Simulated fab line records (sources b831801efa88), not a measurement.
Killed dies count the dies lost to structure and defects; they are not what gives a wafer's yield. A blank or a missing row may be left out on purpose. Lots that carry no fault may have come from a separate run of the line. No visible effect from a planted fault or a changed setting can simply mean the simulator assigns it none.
fab line records	flow sky130
record: lots: 10	wafers: 30	lastDay: 50
route steps=708 shown METAL1@452 METAL2@485 PAD_OPEN@708
lots that met no fault: taken from a fault-free run of the same line
startH: hours from the record's first day to the start of the lot's first wafer shown	waitH: hours from the lot's prior step to this one	" same as the row above	L1.1+2: a row that stands for several wafers	- no value present, or no start provided	* or withheld: withheld	< > ~ a bound
route shown NAME@n: NAME is a module with steps in the file, n the number in the route of the first one	usual: mean/standard deviation of fault-free wafers	same: alike in all rows	chamber/n: place in a boat	sites: each site's reading	_std_site: how widely they spread, as a standard deviation	_edge_site: outer sites' mean less inner sites'	radiusMm: for every site, how far away it sits from the centre of the wafer	mask NAME#n: copy n	behind: the tool/chamber that last shaped the wafer	hold: cause of the lot's hold/its duration in hours/its outcome	device: names the non-switching transistor (n, p or np)	end of line: tests of these same wafers at the route's end	a step with no rows: only its recipe	killed: dies lost to structure and defects at the first sort, not the wafer's yield	map: the dies of a wafer, with x for killed, . for not killed, _ for no die there
set.NAME: the setting that was run; set.NAME@STEP: the one run at that earlier step	model.NAME: the simulator's own value behind a step, which no gauge read
route steps across a sampled set of lots; one table per step, one row per wafer
services: from which hour (startH, from the record's first day; less than 0 if before it) a tool's chamber was out of use, for how many hours, and why
== steps ==
step: SKY_METAL1_ETCH_18
recipe: chemistry: N2/H2	target: BARC	ionEnergyEv: 200	biasW: 100	pressureMtorr: 30	n2FlowSccm: 100	h2FlowSccm: 200	icpW: 500	stopOn: SiO2	timeS: 45.9	targetDepthA: 600
usual: drypumpMotorCurrentA: 6.0/0.4	n2FlowSccm: 100.0/0.3	oesProductAu: 0.855/0.0047	throttleValvePct: 13.225/0.0091
lot.wafer	tool	chamber	startH	waitH	drypumpMotorCurrentA	n2FlowSccm	oesProductAu	rfHoursCounterH	throttleValvePct
L911.1	rieMetal-04	0	775.92	0.0	6.1	99.6	0.858	8	13.221
L911.5	"	1	"	"	6.1	100.0	0.869	-	13.243
L911.6	"	0	"	"	6.2	99.8	0.859	-	13.224
L914.2	rieMetal-03	1	797.30	0.0	5.1	99.7	0.859	2	13.219
L914.3	"	0	"	"	5.7	99.5	0.853	-	13.229
L914.4	"	1	"	"	5.1	100.1	0.854	-	13.229
L916.2	rieMetal-04	0	816.65	0.0	6.2	100.1	0.863	10	13.225
L916.4	"	0	"	"	6.1	99.9	0.847	-	13.228
L916.6	"	0	"	"	6.1	100.6	0.855	-	13.214
L918.2	rieMetal-04	1	832.49	0.0	6.1	100.0	0.851	7	13.225
L918.3	"	1	"	"	6.1	100.0	0.849	-	13.224
L918.5	"	1	"	"	6.1	99.6	0.852	-	13.212
L917.1	rieMetal-03	1	834.80	0.0	5.1	100.1	0.853	3	13.230
L917.5	"	0	"	"	5.7	99.7	0.855	-	13.222
L917.6	"	1	"	"	5.0	99.9	0.864	-	13.219
L919.2	rieMetal-03	0	842.97	0.0	5.7	100.0	0.854	13	13.219
L919.4	"	1	"	"	5.0	100.5	0.855	-	13.228
L919.5	"	0	"	"	5.7	99.7	0.854	-	13.240
L920.1	rieMetal-02	0	856.85	0.0	6.2	99.9	0.861	9	13.231
L920.3	"	0	"	"	6.2	100.0	0.859	-	13.237
L920.6	"	1	"	"	6.3	99.5	0.852	-	13.229
L925.1	rieMetal-02	0	885.67	0.0	6.2	100.2	0.847	10	13.227
L925.2	"	1	"	"	6.3	99.9	0.859	8	13.239
L925.3	"	0	"	"	6.2	100.1	0.859	-	13.246
L929.3	rieMetal-02	0	922.82	0.0	6.2	99.5	0.853	-	13.232
L929.4	"	1	"	"	6.3	100.0	0.859	-	13.235
L929.5	"	1	"	"	6.3	100.2	0.848	-	13.231
L930.1	rieMetal-04	0	925.97	0.0	6.1	100.1	0.858	14	13.221
L930.2	"	1	"	"	6.1	100.2	0.856	11	13.209
L930.4	"	1	"	"	6.1	100.0	0.853	-	13.228
step: SKY_METAL2_SPUTTER_02
recipe: material: AlCu	targetThkNm: 250	powerW: 10600	timeS: 13.3	chamberPressurePa: 0.4
usual: throttleValvePct: 30.1/0.92
lot.wafer	tool	chamber	startH	waitH	throttleValvePct
L911.1	pvdSputter-04	-	806.78	0.0	28.8
L911.5	"	-	"	"	29.6
L911.6	"	-	"	"	28.8
L914.2	pvdSputter-01	-	828.10	0.0	28.5
L914.3	"	-	"	"	30.9
L914.4	"	-	"	"	29.5
L916.2	pvdSputter-01	-	846.85	0.0	30.8
L916.4	"	-	"	"	28.8
L916.6	"	-	"	"	31.0
L918.2	pvdSputter-01	-	861.39	0.0	30.4
L918.3	"	-	"	"	29.6
L918.5	"	-	"	"	30.9
L917.1	pvdSputter-03	-	863.40	0.0	31.3
L917.5	"	-	"	"	31.2
L917.6	"	-	"	"	29.9
L919.2	pvdSputter-03	-	872.18	0.0	31.2
L919.4	"	-	"	"	30.1
L919.5	"	-	"	"	31.1
L920.1	pvdSputter-03	-	885.77	0.0	30.8
L920.3	"	-	"	"	28.9
L920.6	"	-	"	"	28.8
L925.1	pvdSputter-03	-	917.25	0.0	31.4
L925.2	"	-	"	"	30.2
L925.3	"	-	"	"	29.0
L929.3	pvdSputter-04	-	950.81	0.0	28.6
L929.4	"	-	"	"	29.7
L929.5	"	-	"	"	31.3
L930.1	pvdSputter-01	-	954.17	0.0	29.6
L930.2	"	-	"	"	30.8
L930.4	"	-	"	"	30.1
step: SKY_METAL2_RS_MEAS_05
recipe: thkMeasGauge: four-point-probe	reads: TiN_of_METAL2_SPUTTER_04+Ti_of_METAL2_SPUTTER_03+AlCu_of_METAL2_SPUTTER_02+TiN_of_METAL2_SPUTTER_01+Ti_of_METAL2_SPUTTER_00
usual: METAL2_ALCU_RS: 0.1269/0.0013
lot.wafer	tool	chamber	startH	waitH	METAL2_ALCU_RS[ohm/sq]
L911.1	filmMetro-01	-	806.87	0.0	0.1263
L911.5	"	-	"	"	0.1280
L911.6	"	-	"	"	0.1266
L914.2	filmMetro-01	-	828.21	0.0	0.1267
L914.3	"	-	"	"	0.1273
L914.4	"	-	"	"	0.1268
L916.2	filmMetro-01	-	846.97	0.0	0.1279
L916.4	"	-	"	"	0.1252
L916.6	"	-	"	"	0.1269
L918.2	filmMetro-01	-	861.50	0.0	0.1272
L918.3	"	-	"	"	0.1257
L918.5	"	-	"	"	0.1266
L917.1	filmMetro-01	-	863.50	0.0	0.1255
L917.5	"	-	"	"	0.1265
L917.6	"	-	"	"	0.1249
L919.2	filmMetro-01	-	872.30	0.0	0.1260
L919.4	"	-	"	"	0.1254
L919.5	"	-	"	"	0.1260
L920.1	filmMetro-01	-	885.87	0.0	0.1266
L920.3	"	-	"	"	0.1268
L920.6	"	-	"	"	0.1262
L925.1	filmMetro-02	-	917.34	0.0	0.1295
L925.2	"	-	"	"	0.1040
L925.3	"	-	"	"	0.1286
L929.3	filmMetro-01	-	950.94	0.1	0.1256
L929.4	"	-	"	"	0.1287
L929.5	"	-	"	"	0.1286
L930.1	filmMetro-01	-	954.26	0.0	0.1280
L930.2	"	-	"	"	0.1285
L930.4	"	-	"	"	0.1281
step: SKY_METAL2_THK_MEAS_06
recipe: thkMeasGauge: xrf	reads: AlCu_of_METAL2_SPUTTER_02
usual: METAL2_ALCU_THK: 252.2/2.8
lot.wafer	tool	chamber	startH	waitH	METAL2_ALCU_THK[nm]
L911.1	filmMetro-01	-	806.99	0.1	252.2
L911.5	"	-	"	"	251.6
L911.6	"	-	"	"	254.4
L914.2	filmMetro-01	-	828.32	0.1	250.0
L914.3	"	-	"	"	253.0
L914.4	"	-	"	"	251.2
L916.2	filmMetro-01	-	847.08	0.1	250.7
L916.4	"	-	"	"	257.2
L916.6	"	-	"	"	252.5
L918.2	filmMetro-01	-	861.61	0.1	252.2
L918.3	"	-	"	"	255.6
L918.5	"	-	"	"	252.4
L917.1	filmMetro-01	-	863.62	0.1	256.0
L917.5	"	-	"	"	252.1
L917.6	"	-	"	"	255.2
L919.2	filmMetro-01	-	872.41	0.1	254.4
L919.4	"	-	"	"	253.4
L919.5	"	-	"	"	253.8
L920.1	filmMetro-01	-	885.99	0.1	251.8
L920.3	"	-	"	"	255.1
L920.6	"	-	"	"	252.0
L925.1	filmMetro-02	-	917.46	0.1	246.5
L925.2	"	-	"	"	304.9
L925.3	"	-	"	"	249.7
L929.3	filmMetro-01	-	951.04	0.1	254.7
L929.4	"	-	"	"	246.4
L929.5	"	-	"	"	250.3
L930.1	filmMetro-01	-	954.38	0.1	247.7
L930.2	"	-	"	"	248.8
L930.4	"	-	"	"	250.0
step: SKY_METAL2_CD_MEAS_15
recipe: targetCdNm: 140
usual: cdNm: 140.5/1.6
lot.wafer	tool	chamber	startH	waitH	cdNm
L911.1	cdSem-02	-	834.74	-	139.7
L911.5	"	-	"	"	141.4
L911.6	"	-	"	"	139.8
L914.2	cdSem-02	-	854.61	-	142.2
L914.3	"	-	"	"	142.0
L914.4	"	-	"	"	141.1
L916.2	cdSem-01	-	873.16	-	137.4
L916.4	"	-	"	"	138.2
L916.6	"	-	"	"	138.1
L918.2	cdSem-01	-	887.91	-	141.7
L918.3	"	-	"	"	141.1
L918.5	"	-	"	"	140.7
L917.1	cdSem-01	-	890.11	-	140.7
L917.5	"	-	"	"	141.7
L917.6	"	-	"	"	140.8
L919.2	cdSem-01	-	898.23	-	140.7
L919.4	"	-	"	"	140.8
L919.5	"	-	"	"	141.0
L920.1	cdSem-02	-	911.69	-	139.0
L920.3	"	-	"	"	139.2
L920.6	"	-	"	"	138.4
L925.1	cdSem-02	-	941.54	-	144.2
L925.2	"	-	"	"	143.9
L925.3	"	-	"	"	143.4
L929.3	cdSem-01	-	974.98	-	138.4
L929.4	"	-	"	"	140.2
L929.5	"	-	"	"	138.0
L930.1	cdSem-02	-	978.34	-	141.7
L930.2	"	-	"	"	139.9
L930.4	"	-	"	"	141.5
step: SKY_METAL2_OVL_MEAS_16
usual: METAL2_OVL: -2/6.3
lot.wafer	tool	chamber	startH	waitH	METAL2_OVL[nm]
L911.1	overlay-01	-	834.86	0.1	1
L911.5	"	-	"	"	4
L911.6	"	-	"	"	-4
L914.2	overlay-02	-	854.71	0.1	7
L914.3	"	-	"	"	3
L914.4	"	-	"	"	3
L916.2	overlay-01	-	873.26	0.1	-3
L916.4	"	-	"	"	-6
L916.6	"	-	"	"	-2
L918.2	overlay-02	-	888.01	0.1	4
L918.3	"	-	"	"	0
L918.5	"	-	"	"	2
L917.1	overlay-01	-	890.23	0.1	-4
L917.5	"	-	"	"	-7
L917.6	"	-	"	"	-1
L919.2	overlay-02	-	898.34	0.1	-9
L919.4	"	-	"	"	-7
L919.5	"	-	"	"	-9
L920.1	overlay-02	-	911.81	0.1	-3
L920.3	"	-	"	"	-2
L920.6	"	-	"	"	-9
L925.1	overlay-01	-	941.66	0.1	-5
L925.2	"	-	"	"	-7
L925.3	"	-	"	"	-2
L929.3	overlay-01	-	975.07	0.1	1
L929.4	"	-	"	"	3
L929.5	"	-	"	"	5
L930.1	overlay-02	-	978.46	0.1	10
L930.2	"	-	"	"	-2
L930.4	"	-	"	"	1
step: SKY_METAL2_METAL_ETCH_19
recipe: targetDepthA: 3600	stopOn: SiO2	overEtchFrac: 0.3	timeS: 78	chemistry: Cl2/BCl3	resistSidewallDeg: 88	pressureMtorr: 10	icpW: 900	biasW: 48.5	Cl2_flow_sccm: 60	bcl3FlowSccm: 30
usual: drypumpMotorCurrentA: 6.2/0.38	oesProductAu: 0.854/0.006	throttleValvePct: 22.265/0.0086
lot.wafer	tool	chamber	startH	waitH	drypumpMotorCurrentA	oesProductAu	rfHoursCounterH	throttleValvePct
L911.1	rieMetal-01	0	834.99	0.0	5.6	0.865	1	22.265
L911.5	"	1	"	"	6.8	0.853	-	22.274
L911.6	"	0	"	"	5.6	0.858	-	22.271
L914.2	rieMetal-01	0	854.84	0.0	5.6	0.856	2	22.258
L914.3	"	1	"	"	6.8	0.858	-	22.255
L914.4	"	0	"	"	5.6	0.852	-	22.276
L916.2	rieMetal-02	1	873.39	0.0	6.3	0.856	7	22.269
L916.4	"	0	"	"	6.1	0.854	-	22.260
L916.6	"	0	"	"	6.2	0.854	-	22.268
L918.2	rieMetal-01	1	888.14	0.0	6.8	0.858	10	22.256
L918.3	"	0	"	"	5.6	0.858	-	22.267
L918.5	"	0	"	"	5.6	0.851	-	22.267
L917.1	rieMetal-04	0	890.36	0.0	6.1	0.851	13	22.270
L917.5	"	1	"	"	6.1	0.851	-	22.280
L917.6	"	0	"	"	6.1	0.869	-	22.285
L919.2	rieMetal-04	1	898.46	0.0	6.1	0.857	10	22.282
L919.4	"	0	"	"	6.2	0.861	-	22.272
L919.5	"	0	"	"	6.1	0.860	-	22.255
L920.1	rieMetal-04	0	911.94	0.0	6.1	0.850	14	22.247
L920.3	"	0	"	"	6.1	0.859	-	22.269
L920.6	"	0	"	"	6.1	0.859	-	22.255
L925.1	rieMetal-01	1	941.79	0.0	6.8	0.845	13	22.258
L925.2	"	0	"	"	5.6	0.888	6	22.257
L925.3	"	0	"	"	5.6	0.847	-	22.273
L929.3	rieMetal-04	0	975.22	0.1	6.1	0.852	-	22.277
L929.4	"	1	"	"	6.1	0.848	-	22.268
L929.5	"	0	"	"	6.1	0.844	-	22.253
L930.1	rieMetal-02	0	978.59	0.0	6.2	0.852	15	22.285
L930.2	"	1	"	"	6.3	0.845	12	22.264
L930.4	"	1	"	"	6.3	0.852	-	22.261
step: SKY_PAD_OPEN_PROBE_99
usual: defectLimitedYield: 82.5/2	killed_at_M0_to_M3: 42/6.6	killed_at_M4_up: 3.1/1.9	killedAtContacts: 25/5.7	killedAtFrontEnd: 16/5	killedAtOther: 0.2/0.38	killedDies: 86/9.6	killedOpen: 47/7.2	killedShort: 39/6.2	sort_bin_3_pad_short: 0.9/0.44	sort_bin_5_function: 10.3/1.5	sort_bin_6_memory: 6.2/1.1	sortNPass: 406/9.6	sortYieldPct: 82.5/2
same: grossDies: 492	killedAtBackSide: 0	sort_bin_4_leakage[%]: 0	sort_bin_8_speed[%]: 0
lot.wafer	tool	chamber	startH	waitH	defectLimitedYield[%]	killed_at_M0_to_M3	killed_at_M4_up	killedAtContacts	killedAtFrontEnd	killedAtOther	killedDies	killedOpen	killedShort	sort_bin_3_pad_short[%]	sort_bin_5_function[%]	sort_bin_6_memory[%]	sortNPass	sortYieldPct[%]
L918.2	prober-02	-	1130.13	0.1	78.5	46	3	37	20	0	106	50	56	1.2	12.2	8.1	386	78.5
L918.3	prober-02	-	1130.18	0.2	80.3	53	2	22	20	0	97	56	41	1.4	13.4	4.9	395	80.3
L918.5	prober-02	-	1130.28	0.2	78.5	47	5	36	18	0	106	55	51	0	12.4	9.1	386	78.5
L930.1	prober-02	-	1193.35	0.1	83.5	33	5	23	20	0	81	44	37	1.0	10.6	4.9	411	83.5
L930.2	prober-02	-	1193.40	0.1	84.1	39	2	21	16	0	78	42	36	1.2	8.7	5.9	414	84.1
L930.4	prober-02	-	1193.50	0.2	86.4	30	2	24	11	0	67	40	27	1.4	6.3	5.9	425	86.4
killed by level:class
L918.2 LOCAL_INTERCONNECT:geometricParticle:short=10 CONTACT:geometricParticle:open=10 VIA1:geometricParticle:open=9 LI_CONTACT:geometricParticle:open=7 FIELD_ISO:geometricParticle:open=6 CONTACT:geometricParticle:short=6 METAL1:geometricParticle:short=6 VIA3:geometricParticle:short=6
L918.3 VIA1:geometricParticle:open=20 CONTACT:geometricParticle:open=11 VIA3:geometricParticle:open=8 FIELD_ISO:geometricParticle:short=7 POLY_GATE:geometricParticle:open=6 METAL2:geometricParticle:short=5 METAL1:geometricParticle:short=5 VIA1:geometricParticle:short=5
L918.5 LI_CONTACT:geometricParticle:open=12 VIA1:geometricParticle:open=10 CONTACT:geometricParticle:open=10 LOCAL_INTERCONNECT:geometricParticle:short=8 VIA3:geometricParticle:open=7 VIA1:geometricParticle:short=6 VIA3:geometricParticle:short=6 POLY_GATE:geometricParticle:short=5
L930.1 LI_CONTACT:geometricParticle:open=8 CONTACT:geometricParticle:open=7 VIA1:geometricParticle:open=6 FIELD_ISO:geometricParticle:open=5 FIELD_ISO:geometricParticle:short=5 CONTACT:geometricParticle:short=5 VIA1:geometricParticle:short=5 METAL2:geometricParticle:short=5
L930.2 VIA1:geometricParticle:open=12 METAL1:geometricParticle:short=8 CONTACT:geometricParticle:open=7 LOCAL_INTERCONNECT:geometricParticle:short=6 VIA2:geometricParticle:open=6 VIA3:geometricParticle:short=5 FIELD_ISO:geometricParticle:short=4 LI_CONTACT:geometricParticle:open=4
L930.4 VIA1:geometricParticle:open=11 CONTACT:geometricParticle:open=7 LI_CONTACT:geometricParticle:open=6 LOCAL_INTERCONNECT:geometricParticle:short=6 POLY_GATE:geometricParticle:open=5 VIA2:geometricParticle:open=5 METAL2:geometricParticle:short=3 VIA3:geometricParticle:short=3
== services ==
tool	chamber	startH	hours	kind
rieMetal-01	1	752.13	20.3	repair
pvdSputter-04	-	780.42	2.2	repair
rieMetal-02	-	781.20	1.4	pm
rieMetal-01	0	787.57	-	clean
rieMetal-01	0	787.57	21.1	scheduledDown
rieMetal-01	0	787.57	21.1	ventCycle
pvdSputter-01	-	791.37	15.1	repair
pvdSputter-01	-	795.19	0.5	repair
pvdSputter-04	-	814.06	4.8	repair
pvdSputter-03	-	827.06	14.2	repair
pvdSputter-01	2	829.80	-	consumableReplace:kit
pvdSputter-01	2	829.80	18.0	scheduledDown
pvdSputter-01	2	829.80	18.0	ventCycle
pvdSputter-03	-	834.33	1.8	repair
pvdSputter-03	-	844.26	2.0	repair
pvdSputter-03	-	852.36	2.8	repair
pvdSputter-04	-	888.09	2.7	repair
pvdSputter-03	-	907.52	4.1	repair
pvdSputter-03	0	958.13	-	consumableReplace:kit
pvdSputter-03	0	958.13	18.0	scheduledDown
pvdSputter-03	0	958.13	18.0	ventCycle
rieMetal-03	-	960.31	2.8	pm
rieMetal-03	0	973.59	-	clean
rieMetal-03	0	973.59	30.0	scheduledDown
== key ==
firstSign: step: SKY_METAL2_RS_MEAS_05	reading: METAL2_ALCU_RS	direction: down	sigmas: 18	usual: 0.1269	struck: 0.1040
effect: step: SKY_METAL2_THK_MEAS_06	reading: METAL2_ALCU_THK	direction: up	sigmas: 19	usual: 252.2	struck: 304.9
effect: step: SKY_METAL2_METAL_ETCH_19	reading: oesProductAu	direction: up	sigmas: 5.7	usual: 0.854	struck: 0.888
metAt SKY_METAL2_SPUTTER_02
struckLots L925
struckWafers L925.2
notActingAt SKY_METAL1_ETCH_18,SKY_METAL2_CD_MEAS_15,SKY_METAL2_OVL_MEAS_16
onsetBetween 872.18 917.25
fault: kind: processParameterDrift	tool: pvdSputter-03	chamber: -	onsetH: 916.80	steps: SKY_METAL2_SPUTTER_02	channel: timeS	offset: *	shape: step	endH: 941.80	actsIn: *	stated: *	scope: struckWafersOnly
